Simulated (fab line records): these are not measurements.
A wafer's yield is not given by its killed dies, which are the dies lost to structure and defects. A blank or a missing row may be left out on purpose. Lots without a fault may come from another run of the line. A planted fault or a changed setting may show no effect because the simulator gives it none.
Which tool is to blame? -- flow gf180mcu -- Sampling: 24 lots, 72 wafers, 5 of 602 route steps

WHAT EACH GAUGE READ, for each wafer
GF_V3_OVL_MEAS_15.
lot,measured,on,V3_OVL (nm)
L074,day 22 07:32,overlay-02,4 13 11
L075,day 23 02:09,overlay-02,8 13 2
L076,day 23 09:02,overlay-01,5 4 -1
L077,day 23 17:09,overlay-01,11 3 3
L078,day 23 21:21,overlay-02,2 13 12
L079,day 24 04:12,overlay-02,1 -6 -1
L080,day 25 00:51,overlay-01,1 12 1
L081,day 25 05:23,overlay-01,7 3 5
L082,day 25 06:16,overlay-01,9 5 1
L083,day 25 14:28,overlay-02,4 7 5
L084,day 26 05:36,overlay-01,-2 -5 0
L085,day 26 07:12,overlay-01,2 3 3
L086,day 26 15:29,overlay-02,4 1 4
L087,day 26 23:11,overlay-01,4 -3 7
L088,day 27 07:12,overlay-02,1 -5 -1
L089,day 27 14:37,overlay-01,10 7 5
L090,day 27 22:18,overlay-01,5 -1 9
L091,day 28 02:55,overlay-02,13 9 13
L092,day 28 13:42,overlay-01,1 3 1
L093,day 28 14:29,overlay-02,8 5 1
L094,day 28 20:53,overlay-02,10 5 13
L095,day 29 06:12,overlay-01,-1 1 -4
L096,day 29 16:40,overlay-02,-2 0 6
L097,day 29 16:45,overlay-01,6 3 2

GF_V4_CD_MEAS_14: target cd 260 nm.
lot,measured,on,cd nm (nm)
L074,day 24 07:48,cd sem-01,260.2 260.7 259.1
L075,day 25 02:20,cd sem-02,262.4 262.1 261.7
L076,day 25 08:20,cd sem-01,262.2 261.2 261.6
L077,day 25 15:20,cd sem-01,263.2 262.0 260.5
L078,day 25 19:20,cd sem-02,257.5 258.0 257.4
L079,day 26 01:14,cd sem-02,260.0 260.5 261.3
L080,day 26 20:45,cd sem-02,260.3 259.1 259.4
L081,day 27 01:31,cd sem-01,261.1 260.4 261.2
L082,day 27 03:00,cd sem-01,260.4 258.8 260.1
L083,day 27 11:00,cd sem-01,260.2 261.6 261.3
L084,day 28 01:13,cd sem-01,259.0 259.9 259.0
L085,day 28 02:30,cd sem-01,259.2 258.2 258.2
L086,day 28 10:33,cd sem-01,257.9 259.2 258.1
L087,day 28 18:28,cd sem-02,261.0 262.3 261.9
L088,day 28 23:22,cd sem-02,261.8 262.3 262.6
L089,day 29 11:38,cd sem-02,261.8 260.6 260.3
L090,day 29 18:14,cd sem-01,261.9 261.5 262.0
L091,day 29 20:52,cd sem-02,257.6 259.5 260.0
L092,day 30 10:33,cd sem-02,260.5 259.8 260.0
L093,day 30 10:46,cd sem-01,260.8 260.4 259.4
L094,day 30 15:49,cd sem-02,259.1 258.8 260.5
L095,day 30 21:56,cd sem-02,261.8 260.7 261.5
L096,day 31 08:59,cd sem-02,259.7 259.5 259.5
L097,day 31 07:47,cd sem-01,259.6 260.3 260.0

GF_MIM_THK_MEAS_06.
lot,measured,on,MIM_CVD_05_THK (nm)
L074,day 24 09:35,film metro-03,42.1 43.2 42.8
L075,day 25 04:06,film metro-03,42.1 42.6 42.2
L076,day 25 10:05,film metro-03,42.2 42.7 42.3
L077,day 25 17:09,film metro-03,43.1 43.3 42.9
L078,day 25 21:10,film metro-02,41.6 42.3 42.8
L079,day 26 03:05,film metro-03,42.0 42.1 42.1
L080,day 26 22:44,film metro-04,42.3 42.4 42.8
L081,day 27 03:17,film metro-04,42.3 42.1 42.9
L082,day 27 04:46,film metro-03,41.3 42.8 42.0
L083,day 27 12:46,film metro-03,41.6 42.5 42.5
L084,day 28 02:58,film metro-02,41.3 41.4 41.9
L085,day 28 04:28,film metro-03,41.1 41.6 42.6
L086,day 28 18:22,film metro-03,41.6 42.9 42.8
L087,day 28 23:28,film metro-04,41.9 42.5 42.5
L088,day 29 03:40,film metro-04,41.4 42.1 41.7
L089,day 29 13:24,film metro-03,41.0 41.9 42.6
L090,day 29 20:08,film metro-03,42.0 42.2 42.4
L091,day 29 22:38,film metro-04,42.0 42.2 42.7
L092,day 30 12:38,film metro-04,42.6 42.2 43.1
L093,day 30 12:56,film metro-03,42.3 41.5 42.6
L094,day 30 17:35,film metro-04,41.9 41.9 42.7
L095,day 30 23:42,film metro-04,41.7 41.7 42.5
L096,day 31 10:45,film metro-03,42.1 41.7 42.9
L097,day 31 09:32,film metro-03,41.6 41.7 41.7

GF_M5_OVL_MEAS_08.
lot,measured,on,M5_OVL (nm)
L074,day 26 04:18,overlay-02,12 6 4
L075,day 26 21:39,overlay-01,-1 -2 0
L076,day 27 04:55,overlay-01,1 7 1
L077,day 27 10:58,overlay-02,-6 0 -8
L078,day 27 14:58,overlay-02,-3 -2 -6
L079,day 27 21:03,overlay-01,12 2 2
L080,day 28 14:50,overlay-01,-8 1 -6
L081,day 28 18:17,overlay-01,3 -2 -3
L082,day 28 19:27,overlay-01,0 3 -4
L083,day 29 01:39,overlay-02,3 2 -1
L084,day 29 16:37,overlay-01,-1 0 -4
L085,day 29 17:04,overlay-02,-1 -7 -2
L086,day 30 06:20,overlay-01,-6 -4 -5
L087,day 30 13:05,overlay-01,4 6 1
L088,day 30 17:53,overlay-01,12 4 11
L089,day 31 02:37,overlay-02,3 7 5
L090,day 31 08:45,overlay-01,7 8 8
L091,day 31 11:52,overlay-02,-7 -3 3
L092,day 32 00:57,overlay-02,-3 -3 -3
L093,day 32 01:17,overlay-01,-1 -6 0
L094,day 32 04:58,overlay-02,-1 -9 -4
L095,day 32 10:19,overlay-01,11 9 6
L096,day 32 21:24,overlay-01,-4 -3 -1
L097,day 32 19:22,overlay-01,17 3 5

TOOL THAT RAN EACH LOT (tool first, then ch and the chambers of the sampled wafers, then the start)
lot,GF_V4_ETCH_16
L074,"rie diel-04 ch 0,1,3, day 24 07:58"
L075,"rie diel-02 ch 2,3, day 25 02:29"
L076,"rie diel-04 ch 0,1,2, day 25 08:28"
L077,"rie diel-04 ch 0,2,3, day 25 15:28"
L078,"rie diel-01 ch 2,3, day 25 19:29"
L079,"rie diel-04 ch 1,2,3, day 26 01:23"
L080,"rie diel-04 ch 0,2,3, day 26 20:55"
L081,"rie diel-02 ch 1,2,3, day 27 01:40"
L082,"rie diel-02 ch 1,2, day 27 03:10"
L083,"rie diel-01 ch 1,3, day 27 11:10"
L084,"rie diel-01 ch 0,2, day 28 01:21"
L085,"rie diel-02 ch 0,2,3, day 28 02:40"
L086,"rie diel-04 ch 1,2, day 28 10:43"
L087,"rie diel-02 ch 0,1,3, day 28 18:37"
L088,"rie diel-01 ch 0,1,3, day 28 23:30"
L089,"rie diel-02 ch 0,1, day 29 11:47"
L090,"rie diel-02 ch 2,3, day 29 18:23"
L091,"rie diel-02 ch 0,1,2, day 29 21:01"
L092,"rie diel-02 ch 1,2,3, day 30 10:43"
L093,"rie diel-04 ch 0,1,2, day 30 10:55"
L094,"rie diel-04 ch 1,2, day 30 15:58"
L095,"rie diel-02 ch 0,2,3, day 30 22:05"
L096,"rie diel-01 ch 1,3, day 31 09:08"
L097,"rie diel-02 ch 0,2,3, day 31 07:55"
- GF_V4_ETCH_16: etches BARC in N2/H2.

AS READ BY THE TOOLS THEMSELVES (means over the sampled wafers that have a number; for cases with no such wafer, the mark the record gives instead)
GF_V4_ETCH_16.
lot,tool,drypump motor current A (A),oes product au (a.u.),throttle valve pct (%)
L074,rie diel-04,6.1,0.851,13.225
L075,rie diel-02,5.9,0.854,13.217
L076,rie diel-04,6.0,0.852,13.225
L077,rie diel-04,6.3,0.857,13.209
L078,rie diel-01,5.6,0.857,13.231
L079,rie diel-04,6.2,0.859,13.230
L080,rie diel-04,6.2,0.853,13.219
L081,rie diel-02,5.5,0.850,13.222
L082,rie diel-02,5.2,0.855,13.233
L083,rie diel-01,5.7,0.862,13.232
L084,rie diel-01,5.4,0.854,13.226
L085,rie diel-02,5.8,0.859,13.223
L086,rie diel-04,6.1,0.856,13.225
L087,rie diel-02,5.6,0.856,13.229
L088,rie diel-01,5.6,0.857,13.225
L089,rie diel-02,5.5,0.855,13.230
L090,rie diel-02,5.8,0.850,13.219
L091,rie diel-02,5.5,0.857,13.224
L092,rie diel-02,5.5,0.854,13.229
L093,rie diel-04,6.0,0.855,13.233
L094,rie diel-04,6.0,0.855,13.220
L095,rie diel-02,5.8,0.858,13.222
L096,rie diel-01,5.7,0.855,13.219
L097,rie diel-02,5.8,0.855,13.225

THE ANSWER, worked out from the rows above alone
Rule: the usual values come from the lots themselves. The widest of any qualifying gaps counts: lots, ordered by their means at a reading, are off when they make up no more than a third of the lots, leave a main group of 4 or more, and stand apart from it by 3 or more times the standard deviation of that group's means. If all means in a main group match to the digits the tables above print for the reading, that group is not used. Also off: a lot with no number at a reading for which 4 or more lots have one. Where the step has rows for the other lots, those lots are counted as sound. Order of review: gauges by route order, followed by the tools' own readings, for which a lot's mean as printed above is used. At the first step where some lot is off, the reading lying furthest off is the one used; lots without a number count as furthest.
Across all readings shown, no lot is off: no conclusion can be drawn from this.

WHAT THE SIMULATOR PUT IN
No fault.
